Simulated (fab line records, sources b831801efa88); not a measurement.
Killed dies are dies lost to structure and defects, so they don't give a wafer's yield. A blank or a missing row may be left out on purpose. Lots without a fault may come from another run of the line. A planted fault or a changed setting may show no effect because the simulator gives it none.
fab line records | flow gf180mcu
record lots=24 wafers=72 last_day=34
route steps=602 shown V2@387 V3@443 V4@497 V5@543 TOP_METAL@571
lots that met no fault: from a run of the same line without faults
start_h: hours from the record's first day to the start of the lot's first wafer shown | wait_h: hours since the lot's step before | " the same as in the row above | L1.1+2: a row that stands for several wafers | - no value, or no start given | * or withheld: withheld | < > ~ a bound
route shown NAME@n: a module of which the file shows steps, and the number in the route of the first | usual: mean/standard deviation of fault-free wafers | same: alike in all rows | chamber/n: place in a boat | sites: the reading at each site | _std_site: their standard deviation | _edge_site: outer sites' mean less inner sites' | radius_mm: how far each site lies from the wafer's centre | mask NAME#n: copy n | behind: the tool/chamber that last shaped the wafer | hold: why the lot was held/for how many hours/how that ended | device: the transistor (n, p or np) that didn't switch | end of line: the same wafers' tests at the end of the route | a step without rows: its recipe alone | killed: dies lost to structure and defects at the first sort, not the wafer's yield | map: a wafer's dies, x killed, . not, _ none there
set.NAME: the setting as run; set.NAME@STEP: as run at that earlier step | model.NAME: the simulator's own value behind a step, which no gauge read
steps of the route over a sample of lots; a table a step, a row a wafer
services: from which hour (start_h, from the record's first day; less than 0 if before it) a tool's chamber was out of use, for how many hours, and why
## steps
# step GF_V2_BOW_MEAS_05
# recipe mode=bow
# usual V2_BOW=99/8.2
# columns lot.wafer tool chamber start_h wait_h V2_BOW[um]
L074.4 film_metro-01 - 427.60 0.3 108
L074.5 " - " " 98
L074.6 " - " " 91
L075.1 film_metro-02 - 462.31 0.1 104
L075.3 " - " " 82
L075.5 " - " " 101
L076.1 film_metro-02 - 469.71 0.1 110
L076.2 " - " " 106
L076.4 " - " " 99
L077.2 film_metro-01 - 473.72 0.2 100
L077.3 " - " " 91
L077.5 " - " " 100
L078.1 film_metro-03 - 480.30 0.1 84
L078.3 " - " " 94
L078.6 " - " " 87
L079.1 film_metro-03 - 488.01 0.1 97
L079.4 " - " " 98
L079.6 " - " " 92
L080.1 film_metro-01 - 494.87 0.2 90
L080.3 " - " " 91
L080.6 " - " " 103
L081.3 film_metro-01 - 507.37 0.2 94
L081.4 " - " " 87
L081.5 " - " " 101
L083.1 film_metro-02 - 525.81 0.1 99
L083.4 " - " " 89
L083.6 " - " " 105
L082.2 film_metro-01 - 527.54 0.1 97
L082.3 " - " " 95
L082.5 " - " " 113
L084.4 film_metro-03 - 529.52 0.3 107
L084.5 " - " " 97
L084.6 " - " " 108
L085.1 film_metro-02 - 540.06 0.1 115
L085.3 " - " " 113
L085.6 " - " " 106
L086.1 film_metro-03 - 542.68 0.1 97
L086.2 " - " " 115
L086.6 " - " " 89
L087.1 film_metro-02 - 560.09 0.2 96
L087.5 " - " " 107
L087.6 " - " " 99
L088.1 film_metro-01 - 564.90 0.2 111
L088.2 " - " " 95
L088.5 " - " " 109
L089.3 film_metro-03 - 573.12 0.2 82
L089.4 " - " " 98
L089.6 " - " " 89
L090.1 film_metro-03 - 575.52 0.1 105
L090.5 " - " " 114
L090.6 " - " " 91
L091.1 film_metro-02 - 589.48 0.1 100
L091.5 " - " " 106
L091.6 " - " " 101
L092.2 film_metro-02 - 604.14 0.2 94
L092.3 " - " " 91
L092.5 " - " " 94
L093.3 film_metro-03 - 608.55 0.1 100
L093.5 " - " " 106
L093.6 " - " " 100
L094.3 film_metro-02 - 613.25 0.3 98
L094.5 " - " " 94
L094.6 " - " " 95
L095.1 film_metro-03 - 618.13 0.1 93
L095.5 " - " " 95
L095.6 " - " " 96
L096.1 film_metro-01 - 621.08 0.1 108
L096.4 " - " " 110
L096.6 " - " " 108
L097.2 film_metro-03 - 625.37 0.2 108
L097.3 " - " " 100
L097.6 " - " " 93
# step GF_V3_CD_MEAS_14
# recipe target_cd_nm=260
# usual cd_nm=260.4/0.94
# columns lot.wafer tool chamber start_h wait_h cd_nm
L074.4 cd_sem-02 - 504.01 0.1 260.3
L074.5 " - " " 259.3
L074.6 " - " " 260.2
L075.1 cd_sem-01 - 535.99 0.1 259.1
L075.3 " - " " 259.3
L075.5 " - " " 259.0
L076.1 cd_sem-01 - 543.36 0.1 260.4
L076.2 " - " " 259.5
L076.4 " - " " 261.4
L077.2 cd_sem-02 - 546.73 0.1 260.1
L077.3 " - " " 260.8
L077.5 " - " " 261.7
L078.1 cd_sem-01 - 553.31 0.1 261.2
L078.3 " - " " 260.8
L078.6 " - " " 260.4
L079.1 cd_sem-01 - 558.84 0.1 260.6
L079.4 " - " " 260.3
L079.6 " - " " 261.3
L080.1 cd_sem-01 - 566.16 0.1 259.9
L080.3 " - " " 260.3
L080.6 " - " " 258.4
L081.3 cd_sem-01 - 578.08 0.1 259.3
L081.4 " - " " 260.3
L081.5 " - " " 259.2
L083.1 cd_sem-01 - 595.49 0.1 261.1
L083.4 " - " " 259.8
L083.6 " - " " 260.0
L082.2 cd_sem-01 - 596.93 0.1 259.6
L082.3 " - " " 261.1
L082.5 " - " " 259.3
L084.4 cd_sem-02 - 598.90 0.1 260.0
L084.5 " - " " 261.0
L084.6 " - " " 259.6
L085.1 cd_sem-01 - 608.06 0.1 259.1
L085.3 " - " " 259.7
L085.6 " - " " 259.2
L086.1 cd_sem-01 - 609.84 0.1 260.0
L086.2 " - " " 259.9
L086.6 " - " " 260.6
L087.1 cd_sem-02 - 625.54 0.1 261.4
L087.5 " - " " 259.8
L087.6 " - " " 261.2
L088.1 cd_sem-01 - 631.31 0.1 260.3
L088.2 " - " " 261.1
L088.5 " - " " 261.1
L089.3 cd_sem-02 - 640.03 0.1 260.2
L089.4 " - " " 260.1
L089.6 " - " " 260.7
L090.1 cd_sem-01 - 640.09 0.1 261.2
L090.5 " - " " 260.7
L090.6 " - " " 260.5
L091.1 cd_sem-01 - 653.64 0.1 261.4
L091.5 " - " " 260.9
L091.6 " - " " 261.2
L092.2 cd_sem-02 - 666.96 0.1 261.0
L092.3 " - " " 260.8
L092.5 " - " " 261.0
L093.3 cd_sem-01 - 670.53 0.1 261.1
L093.5 " - " " 261.3
L093.6 " - " " 262.2
L094.3 cd_sem-01 - 675.63 0.1 258.8
L094.5 " - " " 258.7
L094.6 " - " " 259.6
L095.1 cd_sem-02 - 680.24 0.1 262.9
L095.5 " - " " 260.2
L095.6 " - " " 262.9
L096.1 cd_sem-02 - 682.44 0.1 262.1
L096.4 " - " " 261.1
L096.6 " - " " 261.1
L097.2 cd_sem-02 - 686.46 0.1 259.4
L097.3 " - " " 260.5
L097.6 " - " " 259.6
# step GF_V4_SPUTTER_21
# recipe material=Ti target_thk_nm=15 chamber_pressure_pa=5 power_w=2500 substrate_temp_c=200 time_s=80.02
# usual chamber_pressure_pa=5.001/0.011 substrate_temp_c=200.01/0.16 throttle_valve_pct=30.2/0.88
# columns lot.wafer tool chamber start_h wait_h chamber_pressure_pa substrate_temp_c throttle_valve_pct
L074.4 pvd_sputter-04 - 553.69 0.0 5.004 199.64 29.5
L074.5 " - " " 5.001 199.96 31.5
L074.6 " - " " 4.988 199.79 29.7
L075.1 pvd_sputter-03 - 584.15 0.0 5.004 200.30 30.6
L075.3 " - " " 5.016 199.65 30.1
L075.5 " - " " 5.021 200.27 28.7
L076.1 pvd_sputter-02 - 591.44 0.0 4.987 199.98 28.4
L076.2 " - " " 5.000 199.92 31.6
L076.4 " - " " 4.994 200.00 30.4
L077.2 pvd_sputter-02 - 594.95 0.0 4.983 199.98 30.4
L077.3 " - " " 4.992 200.07 30.5
L077.5 " - " " 4.999 199.92 30.1
L078.1 pvd_sputter-04 - 601.28 0.0 5.000 200.03 29.9
L078.3 " - " " 5.004 199.88 30.0
L078.6 " - " " 4.994 200.04 31.2
L079.1 pvd_sputter-03 - 605.41 0.0 5.007 200.03 28.7
L079.4 " - " " 5.005 199.91 30.1
L079.6 " - " " 5.015 200.01 30.8
L080.1 pvd_sputter-02 - 612.36 0.0 5.004 200.05 31.5
L080.3 " - " " 4.996 199.83 30.6
L080.6 " - " " 5.000 200.02 30.5
L081.3 pvd_sputter-02 - 624.34 0.0 4.995 199.98 28.4
L081.4 " - " " 4.997 200.01 31.4
L081.5 " - " " 4.984 200.15 31.5
L083.1 pvd_sputter-02 - 639.98 0.0 5.007 200.01 28.5
L083.4 " - " " 5.032 200.05 30.5
L083.6 " - " " 4.994 199.81 30.5
L082.2 pvd_sputter-02 - 641.05 0.0 4.988 200.04 30.6
L082.3 " - " " 4.989 199.93 31.3
L082.5 " - " " 4.987 200.08 28.5
L084.4 pvd_sputter-04 - 643.28 0.0 4.989 200.05 30.1
L084.5 " - " " 4.998 200.23 29.6
L084.6 " - " " 4.991 200.03 30.1
L085.1 pvd_sputter-04 - 652.66 0.0 4.992 199.76 29.7
L085.3 " - " " 5.006 199.96 29.9
L085.6 " - " " 4.990 200.08 31.3
L086.1 pvd_sputter-04 - 653.79 0.0 4.978 200.25 29.6
L086.2 " - " " 5.006 200.13 30.4
L086.6 " - " " 4.988 199.84 31.6
L087.1 pvd_sputter-03 - 668.63 0.0 5.008 199.81 30.6
L087.5 " - " " 4.996 199.73 30.3
L087.6 " - " " 5.023 200.16 30.1
L088.1 pvd_sputter-04 - 674.39 0.0 4.998 199.93 29.7
L088.2 " - " " 5.011 200.02 30.1
L088.5 " - " " 4.975 199.83 30.0
L089.3 pvd_sputter-03 - 681.53 0.0 4.995 200.03 29.9
L089.4 " - " " 4.976 200.05 28.6
L089.6 " - " " 4.993 200.14 30.6
L090.1 pvd_sputter-03 - 682.41 0.0 4.995 199.89 28.2
L090.5 " - " " 4.999 199.81 30.2
L090.6 " - " " 4.992 200.04 30.6
L091.1 pvd_sputter-04 - 695.54 0.0 5.011 200.21 29.7
L091.5 " - " " 4.990 200.12 29.8
L091.6 " - " " 5.010 199.86 30.1
L092.2 pvd_sputter-02 - 708.63 0.0 5.012 200.08 30.4
L092.3 " - " " 5.006 200.17 30.3
L092.5 " - " " 5.002 200.00 30.5
L093.3 pvd_sputter-02 - 712.09 0.0 5.007 199.93 31.4
L093.5 " - " " 5.007 199.89 31.8
L093.6 " - " " 4.996 199.89 30.3
L094.3 pvd_sputter-04 - 716.51 0.0 5.019 200.09 29.7
L094.5 " - " " 5.001 200.12 31.1
L094.6 " - " " 5.001 199.89 29.6
L095.1 pvd_sputter-04 - 721.62 0.0 4.999 200.25 31.3
L095.5 " - " " 5.001 199.94 29.7
L095.6 " - " " 5.002 200.05 30.2
L096.1 pvd_sputter-02 - 723.27 0.0 5.017 199.87 31.7
L096.4 " - " " 5.014 200.04 30.4
L096.6 " - " " 5.021 199.93 31.2
L097.2 pvd_sputter-04 - 727.03 0.0 5.018 199.78 30.0
L097.3 " - " " 4.999 200.04 29.6
L097.6 " - " " 5.019 200.16 29.6
# step GF_V5_THK_MEAS_03
# recipe reads=SiO2_of_V5_CVD_02
# usual V5_CVD_02_THK=1455/21
# columns lot.wafer tool chamber start_h wait_h V5_CVD_02_THK[nm]
L074.4 film_metro-02 - 599.76 0.0 1474
L074.5 " - " " 1487
L074.6 " - " " 1471
L075.1 film_metro-02 - 627.83 0.1 1423
L075.3 " - " " 1469
L075.5 " - " " 1476
L076.1 film_metro-04 - 635.06 0.1 1446
L076.2 " - " " 1436
L076.4 " - " " 1496
L077.2 film_metro-02 - 637.79 0.1 1446
L077.3 " - " " 1427
L077.5 " - " " 1477
L078.1 film_metro-04 - 644.45 0.1 1428
L078.3 " - " " 1426
L078.6 " - " " 1448
L079.1 film_metro-02 - 649.32 0.1 1417
L079.4 " - " " 1438
L079.6 " - " " 1468
L080.1 film_metro-03 - 655.14 0.1 1426
L080.3 " - " " 1461
L080.6 " - " " 1441
L081.3 film_metro-02 - 666.69 0.1 1438
L081.4 " - " " 1448
L081.5 " - " " 1442
L083.1 film_metro-02 - 679.65 0.1 1433
L083.4 " - " " 1459
L083.6 " - " " 1463
L082.2 film_metro-02 - 681.99 0.1 1442
L082.3 " - " " 1443
L082.5 " - " " 1461
L084.4 film_metro-04 - 684.47 0.0 1478
L084.5 " - " " 1447
L084.6 " - " " 1493
L085.1 film_metro-04 - 693.48 0.1 1460
L085.3 " - " " 1436
L085.6 " - " " 1477
L086.1 film_metro-02 - 693.86 0.1 1471
L086.2 " - " " 1446
L086.6 " - " " 1495
L087.1 film_metro-03 - 708.95 0.1 1455
L087.5 " - " " 1455
L087.6 " - " " 1465
L088.1 film_metro-04 - 713.47 0.1 1417
L088.2 " - " " 1451
L088.5 " - " " 1431
L089.3 film_metro-04 - 721.99 0.1 1442
L089.4 " - " " 1442
L089.6 " - " " 1467
L090.1 film_metro-04 - 722.20 0.1 1467
L090.5 " - " " 1474
L090.6 " - " " 1496
L091.1 film_metro-02 - 734.32 0.1 1447
L091.5 " - " " 1475
L091.6 " - " " 1470
L092.2 film_metro-04 - 745.85 0.1 1440
L092.3 " - " " 1435
L092.5 " - " " 1454
L093.3 film_metro-03 - 749.03 0.1 1432
L093.5 " - " " 1467
L093.6 " - " " 1433
L094.3 film_metro-02 - 752.78 0.1 1476
L094.5 " - " " 1504
L094.6 " - " " 1506
L095.1 film_metro-02 - 759.14 0.1 1439
L095.5 " - " " 1472
L095.6 " - " " 1465
L096.1 film_metro-04 - 759.96 0.1 1443
L096.4 " - " " 1485
L096.6 " - " " 1472
L097.2 film_metro-02 - 762.54 0.1 1446
L097.3 " - " " 1422
L097.6 " - " " 1471
# step GF_V5_CMP_04
# recipe material=SiO2 down_force_psi=4 platen_rpm=60 pad_velocity_m_s=0.94248
# usual motor_current_A=11.7/0.85 retaining_ring_pressure_frac=1.000/0.0052
# columns lot.wafer tool chamber start_h wait_h motor_current_A retaining_ring_pressure_frac
L074.4 cmp-01 0 599.84 0.1 11.5 1.004
L074.5 " 3 " " 12.3 0.993
L074.6 " 0 " " 12.0 1.002
L075.1 cmp-02 1 627.94 0.1 11.8 0.997
L075.3 " 2 " " 13.5 1.001
L075.5 " 0 " " 11.4 0.989
L076.4 cmp-01 0 635.12 0.0 11.5 0.997
L076.2 " 2 " " 11.3 1.006
L076.1 " 3 " " 12.1 1.001
L077.2 cmp-01 1 637.84 0.0 10.8 0.995
L077.3 " 3 " " 11.3 0.999
L077.5 " 2 " " 11.5 0.999
L078.3 cmp-01 1 644.51 0.0 10.9 1.000
L078.1 " 0 " " 11.6 1.003
L078.6 " 1 " " 11.1 0.995
L079.4 cmp-02 3 649.38 0.0 11.4 0.992
L079.1 " 0 " " 10.9 0.993
L079.6 " 0 " " 11.2 0.994
L080.3 cmp-02 3 655.30 0.1 11.2 1.003
L080.1 " 0 " " 11.5 1.003
L080.6 " 1 " " 11.4 0.998
L081.3 cmp-02 3 666.83 0.1 11.1 0.994
L081.4 " 0 " " 11.2 0.998
L081.5 " 2 " " 12.9 1.000
L083.4 cmp-02 1 679.76 0.1 11.5 0.993
L083.1 " 3 " " 11.4 1.002
L083.6 " 0 " " 11.7 0.991
L082.2 cmp-01 0 682.14 0.1 11.0 0.995
L082.3 " 1 " " 10.8 1.005
L082.5 " 1 " " 11.9 1.001
L084.4 cmp-01 3 684.65 0.2 12.0 1.004
L084.5 " 0 " " 11.3 0.993
L084.6 " 1 " " 11.1 1.003
L085.1 cmp-02 0 693.54 0.1 10.9 1.000
L085.3 " 3 " " 11.4 1.008
L085.6 " 0 " " 10.9 1.001
L086.1 cmp-01 0 694.02 0.1 11.5 0.991
L086.2 " 1 " " 10.7 0.988
L086.6 " 3 " " 11.5 1.009
L087.1 cmp-02 1 709.16 0.2 11.6 1.000
L087.5 " 2 " " 13.5 1.005
L087.6 " 3 " " 11.6 1.000
L088.1 cmp-02 2 713.53 0.1 13.6 1.001
L088.2 " 1 " " 11.8 0.998
L088.5 " 3 " " 10.6 1.008
L089.4 cmp-01 3 722.03 0.0 11.3 0.995
L089.3 " 2 " " 11.3 0.997
L089.6 " 3 " " 12.4 0.993
L090.1 cmp-02 1 722.42 0.2 10.8 1.000
L090.5 " 1 " " 11.4 0.998
L090.6 " 2 " " 13.6 0.999
L091.1 cmp-02 2 734.38 0.1 13.7 1.004
L091.5 " 2 " " 13.6 0.994
L091.6 " 3 " " 11.3 1.001
L092.2 cmp-01 0 746.73 0.9 11.8 1.006
L092.3 " 1 " " 11.5 0.997
L092.5 " 1 " " 12.0 0.994
L093.3 cmp-02 2 749.18 0.1 13.2 0.999
L093.6 " 0 " " 11.4 0.997
L093.5 " 1 " " 11.8 1.002
L094.3 cmp-01 3 752.97 0.2 12.1 0.998
L094.6 " 0 " " 11.1 1.003
L094.5 " 1 " " 11.0 0.995
L095.1 cmp-02 0 759.30 0.1 11.2 1.001
L095.5 " 2 " " 13.8 1.007
L095.6 " 3 " " 10.9 0.998
L096.4 cmp-02 3 760.02 0.0 10.7 0.995
L096.1 " 2 " " 13.4 1.010
L096.6 " 0 " " 10.8 0.994
L097.2 cmp-01 2 762.59 0.0 11.1 1.001
L097.3 " 0 " " 11.1 1.001
L097.6 " 2 " " 11.9 1.007
# step GF_TOP_METAL_SPUTTER_04
# recipe material=TiN target_thk_nm=25 power_w=6500 time_s=20.8 chamber_pressure_pa=0.4
# usual chamber_pressure_pa=0.3999/0.00078 throttle_valve_pct=30.1/0.81
# columns lot.wafer tool chamber start_h wait_h chamber_pressure_pa throttle_valve_pct
L074.4 pvd_sputter-01 - 622.42 0.0 0.4000 30.2
L074.5 " - " " 0.3999 30.3
L074.6 " - " " 0.3998 30.0
L075.1 pvd_sputter-01 - 650.82 0.0 0.4001 30.2
L075.3 " - " " 0.4011 30.4
L075.5 " - " " 0.3998 30.3
L076.1 pvd_sputter-02 - 656.63 0.0 0.3993 30.5
L076.2 " - " " 0.3997 30.3
L076.4 " - " " 0.3990 28.2
L077.2 pvd_sputter-02 - 659.85 0.0 0.4006 28.6
L077.3 " - " " 0.4002 30.1
L077.5 " - " " 0.4004 30.2
L078.1 pvd_sputter-01 - 666.32 0.0 0.4000 30.4
L078.3 " - " " 0.4002 30.2
L078.6 " - " " 0.3987 30.2
L079.1 pvd_sputter-02 - 670.18 0.0 0.4006 31.3
L079.4 " - " " 0.3985 30.6
L079.6 " - " " 0.4007 31.6
L080.1 pvd_sputter-01 - 676.39 0.0 0.4002 30.2
L080.3 " - " " 0.3994 30.4
L080.6 " - " " 0.3991 30.5
L081.3 pvd_sputter-01 - 688.07 0.0 0.4007 30.6
L081.4 " - " " 0.4011 30.4
L081.5 " - " " 0.3993 30.1
L083.1 pvd_sputter-01 - 700.46 0.0 0.4007 30.3
L083.4 " - " " 0.3987 30.1
L083.6 " - " " 0.4003 30.3
L082.2 pvd_sputter-03 - 704.15 0.0 0.3992 30.1
L082.3 " - " " 0.4013 30.3
L082.5 " - " " 0.4009 30.0
L084.4 pvd_sputter-02 - 705.66 0.0 0.3992 30.5
L084.5 " - " " 0.3998 31.4
L084.6 " - " " 0.3997 30.4
L085.1 pvd_sputter-03 - 714.32 0.0 0.4004 29.8
L085.3 " - " " 0.4005 28.1
L085.6 " - " " 0.3999 30.4
L086.1 pvd_sputter-02 - 714.54 0.0 0.4000 30.4
L086.2 " - " " 0.4000 31.3
L086.6 " - " " 0.3995 30.5
L087.1 pvd_sputter-03 - 728.76 0.0 0.4001 30.1
L087.5 " - " " 0.3993 28.2
L087.6 " - " " 0.4004 30.1
L088.1 pvd_sputter-01 - 733.39 0.0 0.3994 30.4
L088.2 " - " " 0.4003 30.2
L088.5 " - " " 0.3989 30.5
L089.3 pvd_sputter-01 - 741.36 0.0 0.3992 30.3
L089.4 " - " " 0.3987 30.6
L089.6 " - " " 0.3991 30.4
L090.1 pvd_sputter-03 - 742.36 0.0 0.3984 28.3
L090.5 " - " " 0.3997 30.1
L090.6 " - " " 0.4000 28.4
L091.1 pvd_sputter-03 - 753.68 0.0 0.3999 28.4
L091.5 " - " " 0.4008 27.8
L091.6 " - " " 0.3999 30.7
L092.2 pvd_sputter-01 - 765.48 0.0 0.4001 29.8
L092.3 " - " " 0.4005 30.0
L092.5 " - " " 0.3994 30.3
L093.3 pvd_sputter-01 - 766.71 0.0 0.3988 30.6
L093.5 " - " " 0.4006 30.5
L093.6 " - " " 0.4007 30.5
L094.3 pvd_sputter-03 - 770.53 0.0 0.4009 30.5
L094.5 " - " " 0.4007 30.1
L094.6 " - " " 0.4006 28.4
L095.1 pvd_sputter-03 - 777.36 0.0 0.3991 29.8
L095.5 " - " " 0.3999 30.1
L095.6 " - " " 0.4009 30.5
L096.1 pvd_sputter-03 - 778.08 0.0 0.3990 30.6
L096.4 " - " " 0.3998 28.6
L096.6 " - " " 0.4001 30.6
L097.2 pvd_sputter-02 - 780.93 0.0 0.3987 30.2
L097.3 " - " " 0.3999 28.2
L097.6 " - " " 0.3985 30.5
## services
# columns tool chamber start_h hours kind
pvd_sputter-03 - 533.03 2.6 repair
cmp-02 - 546.98 0.8 repair
cmp-02 - 556.03 2.1 repair
pvd_sputter-02 - 562.42 2.7 repair
cmp-01 - 570.29 5.8 repair
cmp-01 - 576.13 4.0 pm
cmp-02 - 596.49 8.9 repair
cmp-02 - 605.36 5.1 pm
pvd_sputter-02 3 642.80 - consumable_replace:kit
pvd_sputter-02 3 642.80 18.0 scheduled_down
pvd_sputter-02 3 642.80 18.0 vent_cycle
cmp-01 - 646.22 2.6 repair
cmp-01 - 649.98 1.9 repair
cmp-01 - 651.91 9.5 pm
pvd_sputter-03 - 659.12 1.7 repair
cmp-01 - 673.32 0.3 repair
cmp-02 - 673.41 1.2 repair
pvd_sputter-01 - 691.69 2.4 repair
pvd_sputter-02 - 720.99 2.2 repair
pvd_sputter-02 - 734.46 3.9 repair
cmp-02 - 744.30 4.0 pm
pvd_sputter-04 - 747.38 5.5 repair
cmp-02 - 766.60 0.8 repair
pvd_sputter-01 - 775.54 6.9 repair
## key
fault none
